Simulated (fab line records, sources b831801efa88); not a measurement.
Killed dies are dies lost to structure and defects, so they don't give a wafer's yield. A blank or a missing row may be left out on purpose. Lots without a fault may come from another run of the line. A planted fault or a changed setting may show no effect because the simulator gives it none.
Problem report in the 8D (eight disciplines) form, filled by code | flow gf180mcu | the parts of the form that need people (team, actions taken, sign-off) are left out

1. THE PROBLEM
DNWELL_TW at GF_DNWELL_TW_MEAS_09 reads a mean of 1224 on 9 wafers of 3 lots; wafers without a fault read 1358 with a standard deviation of 13. That is -10 standard deviations from the usual mean.
First seen on wafer L764.1, day 6 13:20, on film_metro-03. The record holds 39 wafers of 13 lots with a number at this step. Rule for "out", or "out of limits": more than 4 standard deviations from the usual mean. The other wafers with a number count as sound.

2. WHAT IT IS AND WHAT IT IS NOT
question                    | is                           | is not
which readings at this step | DNWELL_TW                    | -
which lots                  | L764, L765, L766             | L748, L749, L753, L755, L758, L759, L762, L763, L769, L770
which wafers of those lots  | all that have a number       | -
read on which gauges        | film_metro-01, film_metro-03 | film_metro-04
when                        | from day 6 13:20             | up to then (24 sound wafers); but 6 sound wafers of L769, L770 came after

3. SUSPECTS, AND WHAT RULES EACH OUT
Counting: a tool at a process step up to the reading stays a suspect if it ran every lot that is out and no sound lot after the first of them.
- the gauge at GF_DNWELL_TW_MEAS_09: ruled out. The wafers that are out were read on 2 gauges (film_metro-01, film_metro-03).
- implanter-03 at GF_DNWELL_IMPLANT_07: kept. It ran every lot that is out, first L764 (day 6 13:05), and no sound lot after that; its last sound lot up to then is L763 (day 6 07:26). Its own readings are out on those wafers: dose_ions_cm2, faraday_current_uA.
Left after counting: implanter-03 at GF_DNWELL_IMPLANT_07.

4. THE CAUSE (what the simulator had put in)
Process parameter drift: implanter-03, from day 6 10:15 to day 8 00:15, at GF_DNWELL_IMPLANT_07. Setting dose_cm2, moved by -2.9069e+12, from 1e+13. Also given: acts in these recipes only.
Counting left only this tool.

5. THE CHAIN OF EFFECTS, in route order
Each row: a reading whose mean over the struck wafers that have a number lies more than 3 standard deviations from the usual. Only readings for which the record gives a usual standard deviation are gone through. hours: the time from each lot's start at the first step in this table that gives one to its start at this step, as a median over the lots. sigmas: the change in usual standard deviations.
hours | step                 | reading            | usual | on struck wafers | change | sigmas
0     | GF_DNWELL_IMPLANT_07 | dose_ions_cm2      | 1e+13 | 7e+12            | -3e+12 | -99 or more
0     | GF_DNWELL_IMPLANT_07 | faraday_current_uA | 56.4  | 39.9             | -16.5  | -14
0     | GF_DNWELL_TW_MEAS_09 | DNWELL_TW          | 1358  | 1224             | -134   | -10
The process steps in it:
- GF_DNWELL_IMPLANT_07
Later measuring or inspecting steps at which every struck wafer that the step has a row for has a number for every such reading, and none has moved that far: GF_LVPWELL_OVL_MEAS_07, GF_DUAL_GATE_OVL_MEAS_11.

6. WHAT WOULD HAVE CAUGHT IT SOONER
In this record the first reading out of limits at a measuring or inspecting step was taken at day 6 13:20, 3 hours after the fault began at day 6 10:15.
The tool's own readings at GF_DNWELL_IMPLANT_07 were out on every struck wafer that the step has a row for (dose_ions_cm2, faraday_current_uA): an alarm limit on them would have fired on the first of those.
Of the lots that are out (3), L765, L766 began GF_DNWELL_IMPLANT_07 on implanter-03 after day 6 13:20. A hold on the tool at that time would have spared those 2.
